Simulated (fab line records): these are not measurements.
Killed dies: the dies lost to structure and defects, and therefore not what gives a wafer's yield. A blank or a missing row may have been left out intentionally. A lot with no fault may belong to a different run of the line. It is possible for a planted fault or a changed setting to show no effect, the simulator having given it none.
What tool caused it? -- flow gf180mcu -- 6 lots with 18 wafers sampled at 4 steps, on a route of 602 steps

## WHAT EACH GAUGE READ, for each wafer
GF_PASSIVATION_THK_MEAS_01.
lot,measured,on,PASSIVATION_CVD_00_THK (nm)
L834,day 28 17:49,film metro-03,993 1008 1019
L837,day 29 16:44,film metro-04,988 1033 1002
L839,day 30 15:25,film metro-01,1000 1008 1010
L841,day 30 23:56,film metro-01,994 990 1008
L851,day 33 17:53,film metro-01,1108 1120 1116
L855,day 34 05:45,film metro-01,1002 1008 1007

## WHAT TOOL EACH LOT RAN ON (gives the tool, then ch and the chambers of the sampled wafers, and finally the start)
lot,GF_V4_SPUTTER_21,GF_MIM_SPUTTER_04,GF_PASSIVATION_CVD_00
L834,"pvd sputter-03, day 25 01:14","pvd sputter-01, day 25 02:06","pecvd-04 ch 0,1,2, day 28 17:44"
L837,"pvd sputter-03, day 26 03:23","pvd sputter-01, day 26 04:16","pecvd-03 ch 0,1,2, day 29 16:39"
L839,"pvd sputter-04, day 27 03:47","pvd sputter-01, day 27 04:39","pecvd-04 ch 0,1,2, day 30 15:19"
L841,"pvd sputter-03, day 27 12:42","pvd sputter-03, day 27 13:34","pecvd-04 ch 0,1,2, day 30 23:52"
L851,"pvd sputter-03, day 30 17:32","pvd sputter-03, day 30 18:32","pecvd-03 ch 1,2, day 33 17:49"
L855,"pvd sputter-03, day 31 07:05","pvd sputter-01, day 31 07:59","pecvd-04 ch 0,1,2, day 34 05:41"
- GF_V4_SPUTTER_21: material Ti, target thk 15 nm, time 80.02 s.
- GF_MIM_SPUTTER_04: material TiN, target thk 50 nm, time 41.7 s.
- GF_PASSIVATION_CVD_00: deposits SiO2 from TEOS, target thk 1000 nm, time 111.95 s.

## THE ANSWER, worked out from the rows above alone
Rule: usual is defined by the lots themselves. Put in order of their means at a reading, lots are off if they are a third of the lots or fewer, leave a main group of 4 or more, and stand apart from it by a gap of 3 or more times the standard deviation of the main group's means; of several such gaps the widest counts. A main group whose means are all the same, to the digits that the tables above print for the reading, isn't used. A lot without any number at a reading at which 4 lots or more have one is off too. The other lots that the step has rows for count as sound.
Off: L851, at GF_PASSIVATION_THK_MEAS_01 (PASSIVATION_CVD_00_THK). Main group: mean 1005 nm, sd 3.7.
A tool fits if, at a process step before that reading, it ran every lot that is off, and no sound lot after the first of them. The gauges at GF_PASSIVATION_THK_MEAS_01 are tried like those tools. This does not decide it: 2 tools fit, namely pvd sputter-03 at GF_MIM_SPUTTER_04 and pecvd-03 at GF_PASSIVATION_CVD_00.

## WHAT WAS PUT IN BY THE SIMULATOR
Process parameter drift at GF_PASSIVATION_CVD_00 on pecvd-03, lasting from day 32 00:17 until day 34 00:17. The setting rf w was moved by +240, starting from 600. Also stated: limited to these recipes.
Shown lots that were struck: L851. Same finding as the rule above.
